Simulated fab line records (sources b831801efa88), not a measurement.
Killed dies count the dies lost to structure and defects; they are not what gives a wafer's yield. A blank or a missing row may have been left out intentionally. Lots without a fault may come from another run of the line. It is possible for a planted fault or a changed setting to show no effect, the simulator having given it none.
Code-filled problem report in 8D (eight disciplines) form | flow gf180mcu | the parts of the form that need people (team, actions taken, sign-off) are left out

== 1. THE PROBLEM ==
Wafers without a fault read 1.000 a.u., standard deviation 0.0077; oes-product-au at GF_SAB_ETCH_11 reads a mean of 0.826 a.u. on 4 wafers belonging to 3 lots. Relative to the usual mean, that is a shift of -23 standard deviations.
The step: etches SiO2 in C4F8/O2/Ar, target depth 55 nm, time 8.5 s.
First seen on wafer L988.4, day 19 23:00, on rie-diel-02. The record has a number at this step for 43 wafers belonging to 15 lots. Rule for "out" (also "out of limits"): further than 4 standard deviations from the usual mean. The rest of the wafers with a number are treated as sound.

== 2. WHAT IT IS; WHAT IT IS NOT ==
question                    | is                             | is not
which readings at this step | oes-product-au                 | -
which lots                  | L988, L989, L990               | L975, L976, L977, L979, L980, L981, L982, L983, L984, L985, L986, L987
which wafers of those lots  | L988.4, L989.3, L989.4, L990.4 | L988.2, L988.6, L990.2
read on which tools         | rie-diel-02                    | rie-diel-03, rie-diel-04
when                        | from day 19 23:00              | up to then (38 sound wafers); but 1 sound wafer of L990 came after

== 3. THE SUSPECTS, EACH WITH WHAT RULES IT OUT ==
Counting: a tool at a process step up to the reading stays a suspect if it ran every lot that is out. Sound lots after the first of them don't rule it out here, since some wafers of a struck lot are sound.
- rie-diel-02 at GF_SAB_ETCH_11 (etches SiO2 in C4F8/O2/Ar, target depth 55 nm, time 8.5 s): kept. Every lot that is out went through it, the first being L988 (day 19 23:00); the last sound lot it ran before that was L987 (day 19 19:44). On those wafers its own readings are out: oes-product-au.
Left after counting: rie-diel-02 at GF_SAB_ETCH_11.

== 4. THE CAUSE (what the simulator had put in) ==
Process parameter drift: rie-diel-02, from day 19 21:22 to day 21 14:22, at GF_SAB_ETCH_11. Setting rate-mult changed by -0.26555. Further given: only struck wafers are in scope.
After counting, this tool was the only one left.

== 5. SEQUENCE OF EFFECTS, ordered by route ==
Each row: a reading whose mean over the struck wafers that have a number lies more than 3 standard deviations from the usual. Scope: only readings with a usual standard deviation given in the record; hours: median across lots of the time from each lot's start at the first step in this table that gives one to its start at this step; sigmas: change in usual standard deviations.
hours | step           | reading        | usual      | on struck wafers | change | sigmas
0     | GF_SAB_ETCH_11 | oes-product-au | 1.000 a.u. | 0.826            | -0.174 | -23
Here are the process steps it includes:
- GF_SAB_ETCH_11: etches SiO2 in C4F8/O2/Ar, target depth 55 nm, time 8.5 s.
At these later measuring or inspecting steps, every struck wafer for which the step has a row has a number for every such reading, and none has moved that far: GF_CONTACT_THK_MEAS_01.

== 6. WHAT WOULD HAVE CAUGHT IT SOONER ==
The fault began at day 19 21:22; the first out-of-limits reading in this record came at day 19 23:00, 2 hours later.
